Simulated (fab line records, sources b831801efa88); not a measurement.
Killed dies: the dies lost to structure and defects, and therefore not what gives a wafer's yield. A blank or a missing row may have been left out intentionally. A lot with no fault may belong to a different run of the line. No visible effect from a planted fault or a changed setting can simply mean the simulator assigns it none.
Lot-split experiment + flow gf180mcu + 23 wafers read from 5 lots, route of 602 steps

## THE SPLIT ITSELF
At GF_M1_PEB_12 (peb time 90 s), the setting peb temp c was moved away from the recipe's 135 C on 8 of the 23 wafers read, by -1.0% to +2.6%. This setting was run at the recipe's value on the other wafers.

## FROM THE SPLIT TO THE READING: what the file shows between them, 1 step
- GF_M1_DEVELOP_13: develop time 60 s

## THE READING
cd nm at GF_M1_CD_MEAS_14, given in nm (cd target 230 nm). A value of 230.4 nm with a standard deviation of 1.2 nm is what fault-free wafers of this fab line usually give.

| wafer  | tool, chamber at the split | peb temp c as run, C | against the recipe | cd nm, nm | against lot-mates on the recipe |
|--------|----------------------------|----------------------|--------------------|-----------|---------------------------------|
| L074.1 | litho track-03, 0          | 133.6                | -1.0%              | 235.3     | +4.6                            |
| L074.2 | litho track-03, 0          | 133.6                | -1.0%              | 235.6     | +4.8                            |
| L074.3 | litho track-03, 0          | 135                  | recipe             | 231.0     | -                               |
| L074.4 | litho track-03, 0          | 133.6                | -1.0%              | 235.3     | +4.6                            |
| L074.5 | litho track-03, 0          | 135                  | recipe             | 230.5     | -                               |
| L081.1 | litho track-02, 0          | 138.5                | +2.6%              | 220.0     | -9.7                            |
| L081.2 | litho track-02, 0          | 138.5                | +2.6%              | 221.5     | -8.2                            |
| L081.3 | litho track-02, 0          | 135                  | recipe             | 229.8     | -                               |
| L081.5 | litho track-02, 0          | 135                  | recipe             | 229.6     | -                               |
| L081.6 | litho track-02, 0          | 138.5                | +2.6%              | 221.3     | -8.4                            |
| L082.1 | litho track-02, 0          | 135                  | recipe             | 229.1     | -                               |
| L082.2 | litho track-02, 0          | 135                  | recipe             | 230.9     | -                               |
| L082.4 | litho track-02, 0          | 135                  | recipe             | 229.7     | -                               |
| L082.5 | litho track-02, 0          | 135                  | recipe             | 229.7     | -                               |
| L082.6 | litho track-02, 0          | 135                  | recipe             | 229.9     | -                               |
| L084.2 | litho track-01, 0          | 135                  | recipe             | 229.8     | -                               |
| L084.4 | litho track-01, 0          | 135                  | recipe             | 228.5     | -                               |
| L084.6 | litho track-01, 0          | 135                  | recipe             | 228.5     | -                               |
| L085.1 | litho track-02, 0          | 135                  | recipe             | 231.8     | -                               |
| L085.2 | litho track-02, 0          | 136.2                | +0.9%              | 230.0     | -2.0                            |
| L085.3 | litho track-02, 0          | 135                  | recipe             | 232.6     | -                               |
| L085.4 | litho track-02, 0          | 135                  | recipe             | 231.5     | -                               |
| L085.6 | litho track-02, 0          | 136.2                | +0.9%              | 227.6     | -4.4                            |

FIT RESULTS
A straight line over all 23 wafers: cd nm changes by -3.73 nm for each +1% of peb temp c; r = -0.95; the points scatter about the line by 1.3 nm.
The same after taking each lot's own level away (the mean of its wafers on the recipe; 23 wafers): -3.58 nm for each +1%; r = -0.98; scatter 0.71 nm.
On that fit, the largest move of peb temp c shifts the reading by 9.3 nm.
The span of the lots' own levels, 228.93 to 231.97 nm, comes to 2.5 times the standard deviation stated above.
The two slopes are in agreement: the lot-to-lot level therefore moves the slope only a little.
Check: for one of the wafers moved furthest among these (+2.6%), held out of the fit, the line's prediction against its lot-mates is -8.88 nm. It came out at -9.7 nm against them.

## THE WHOLE CHAIN: every reading that the file lists as answering this split, in the file's order
| step                | what it does                                                                         | reading                                                   | change (the file's fit)              | r (the file's) |
|---------------------|--------------------------------------------------------------------------------------|-----------------------------------------------------------|--------------------------------------|----------------|
| GF_M1_CD_MEAS_14    | target cd 230 nm                                                                     | cd nm                                                     | -3.53 nm for each +1% of the setting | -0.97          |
| GF_M1_METAL_ETCH_16 | etches the open film in Cl2/BCl3, stops on SiO2, target depth 627.5 nm, time 104.6 s | M1.cd nm (the simulator's own value, which no gauge read) | -3.1 nm for each +1% of the setting  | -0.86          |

## FILE'S OWN FIT
cd nm changes by -3.53 nm for each +1% of peb temp c, r = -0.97.
